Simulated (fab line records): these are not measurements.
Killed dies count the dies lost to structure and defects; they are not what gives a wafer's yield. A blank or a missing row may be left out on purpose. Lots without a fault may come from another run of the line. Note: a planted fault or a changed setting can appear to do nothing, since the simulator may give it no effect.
8D (eight disciplines) problem report, filled in by code / flow sky130 / the parts of the form that need people (team, actions taken, sign-off) are left out

1. WHAT IS WRONG
Mean VT_ADJUST_LVTN_OVL at SKY_VT_ADJUST_LVTN_OVL_MEAS_07: 299.9 nm over 6 wafers in 2 lots; fault-free wafers: 0.1 nm, standard deviation 1.4. So: +99 or more standard deviations from the usual mean.
Seen first at day 9 10:40 on overlay-02, wafer L698.2. The record has a number at this step for 33 wafers belonging to 11 lots. The rule behind "out" and "out of limits": a value lying over 4 standard deviations away from the usual mean. Any other wafer with a number is counted as sound.

2. WHAT THIS IS AND IS NOT
question=which readings at this step | is=VT_ADJUST_LVTN_OVL | is not=-
question=which lots | is=L698, L700 | is not=L689, L690, L691, L692, L702, L707, L708, L710, L711
question=which wafers of those lots | is=all that have a number | is not=-
question=read on which gauges | is=overlay-02 | is not=overlay-01
question=when | is=from day 9 10:40 | is not=up to then (12 sound wafers); but 15 sound wafers of L702, L707, L708, L710, L711 came after

3. SUSPECTS, AND WHAT RULES EACH OUT
Counting: a tool at a process step up to the reading stays a suspect if it ran every lot that is out and no sound lot after the first of them.
- the gauge at SKY_VT_ADJUST_LVTN_OVL_MEAS_07 is ruled out. All the wafers that are out were read on overlay-02, but those of them that SKY_PAD_OPEN_PROBE_99 has rows for are out there too, on other tools.
- iline_stepper-01 at SKY_VT_ADJUST_LVTN_EXPOSE_04 (exposes mask NWM COMPLEMENT LESS NATIVE, target cd 840 nm): kept. Every lot that is out went through it, starting with L698 (day 9 00:39), and after that it ran no sound lot; the last sound lot it ran before then is L692 (day 7 13:59).
After counting, what remains is iline_stepper-01 at SKY_VT_ADJUST_LVTN_EXPOSE_04.

4. THE CAUSE (what the simulator had put in)
Scanner matching overlay: iline_stepper-01, from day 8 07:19 on, at SKY_VT_ADJUST_LVTN_EXPOSE_04. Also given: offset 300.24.
Counting left only this tool.

5. SEQUENCE OF EFFECTS, ordered by route
Each row: a reading whose mean over the struck wafers that have a number lies more than 3 standard deviations from the usual. Readings are gone through only where the record gives a usual standard deviation; hours: the median, over the lots, of the time from a lot's start at the first step in this table giving one to that lot's start at this step; sigmas: the change measured in usual standard deviations.
hours=0; step=SKY_VT_ADJUST_LVTN_OVL_MEAS_07; reading=VT_ADJUST_LVTN_OVL; usual=0.1 nm; on struck wafers=299.9; change=+299.8; sigmas=+99 or more
hours=930; step=SKY_PAD_OPEN_PROBE_99; reading=killed_at_front_end; usual=16; on struck wafers=372; change=+356; sigmas=+81
hours=930; step=SKY_PAD_OPEN_PROBE_99; reading=killed_dies; usual=87; on struck wafers=446; change=+360; sigmas=+37
hours=930; step=SKY_PAD_OPEN_PROBE_99; reading=killed_on_rim; usual=17; on struck wafers=87; change=+70; sigmas=+18
Process steps it contains:
- SKY_PAD_OPEN_PROBE_99
At these later measuring or inspecting steps, every struck wafer for which the step has a row has a number for every such reading, and none has moved that far: SKY_VT_ADJUST_HVTR_CD_MEAS_07, SKY_SD_N_OVL_MEAS_08.

6. WHAT WOULD HAVE CAUGHT IT SOONER
27 hours passed between the start of the fault at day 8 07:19 and the first reading out of limits at a measuring or inspecting step in this record, taken at day 9 10:40.
No tool reading at SKY_VT_ADJUST_LVTN_EXPOSE_04 that has a usual standard deviation in the record was out on any struck wafer, so an alarm limit of 4 standard deviations on those readings would not have fired.
The start of SKY_VT_ADJUST_LVTN_EXPOSE_04 on iline_stepper-01 came by day 9 10:40 for every one of the lots that are out (2). Holding the tool at that point would not have protected any of them.
